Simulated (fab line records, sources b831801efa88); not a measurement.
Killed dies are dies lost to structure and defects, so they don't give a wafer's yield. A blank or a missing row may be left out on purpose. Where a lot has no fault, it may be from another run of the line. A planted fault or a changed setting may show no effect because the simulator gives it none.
2 desks looking at one fault ; flow sky130 ; what lay behind the numbers comes last; until then each desk has only its own

TOOL OWNER'S DESK, pvd-sputter-04
The tool's own readings at SKY_LOCAL_INTERCONNECT_SPUTTER_00 (material TiN, target thk 100 nm, time 83.3 s): means of the sampled wafers that have a number, for each lot that ran on this tool. Any lot whose mean is over 4 standard deviations away from the usual mean is out of limits and marked OUT; that distance is given in the brackets.
Columns: A = throttle-valve-pct at SKY_LOCAL_INTERCONNECT_SPUTTER_00, usual 30.8 %
lot;first seen here;A
L182;day 29 09:33;30.3
L184;day 30 23:40;31.1
L185;day 31 03:57;31.5
L188;day 31 20:50;31.2
L189;day 32 01:07;31.8
L200;day 35 07:41;31.8
L202;day 35 21:39;31.3
L204;day 36 22:11;31.1
This desk's finding: nothing out of limits on any of the 8 lots.

METROLOGY DESK
Lot by lot, what the gauges showed, no matter which tool ran the lot: averages of those sampled wafers that carry a number. Any lot whose mean is over 4 standard deviations away from the usual mean is out of limits and marked OUT; that distance is given in the brackets.
Columns: A = LI_CONTACT_BOW at SKY_LI_CONTACT_BOW_MEAS_03, usual 57 um; B = LOCAL_INTERCONNECT_TIN_RS at SKY_LOCAL_INTERCONNECT_RS_MEAS_01, usual 14.15 ohm/sq; C = LOCAL_INTERCONNECT_TIN_THK at SKY_LOCAL_INTERCONNECT_THK_MEAS_02, usual 99.8 nm
lot;first seen here;A;B;C
L182;day 28 04:01;61;13.96;100.9
L184;day 29 18:34;55;14.23;99.1
L185;day 29 23:29;66;14.00;100.8
L187;day 30 10:34;52;14.30;98.6
L188;day 30 15:42;62;16.02 (+11) OUT;88.8 (-9.2) OUT
L189;day 30 20:15;60;16.06 (+11) OUT;89.0 (-9.0) OUT
L200;day 34 04:32;52;14.10;99.4
L201;day 34 08:11;56;14.21;98.6
L202;day 34 17:24;50;14.24;98.5
L204;day 35 17:47;50;14.14;100.1
This desk's finding: out of limits on L188, L189; first on L188, day 31 20:53 (LOCAL_INTERCONNECT_TIN_RS at SKY_LOCAL_INTERCONNECT_RS_MEAS_01). In limits: L182, L184, L185, L187, L200, L201, L202, L204.

TAKEN TOGETHER
At day 31 20:53 the metrology desk could have sounded an alarm, on L188, L189.
The desk of the tool owner found nothing out of limits.
On record at the tool owner's desk: L188, L189, within its limits.
The lots listed all ran SKY_LOCAL_INTERCONNECT_SPUTTER_00 on pvd-sputter-04.

WHAT THE SIMULATOR PUT IN
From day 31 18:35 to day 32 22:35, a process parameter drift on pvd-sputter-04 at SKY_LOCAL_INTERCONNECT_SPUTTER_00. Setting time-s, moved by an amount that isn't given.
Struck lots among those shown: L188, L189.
Delay in hours, fault start to first out-of-limits reading, per desk: metrology desk 2.
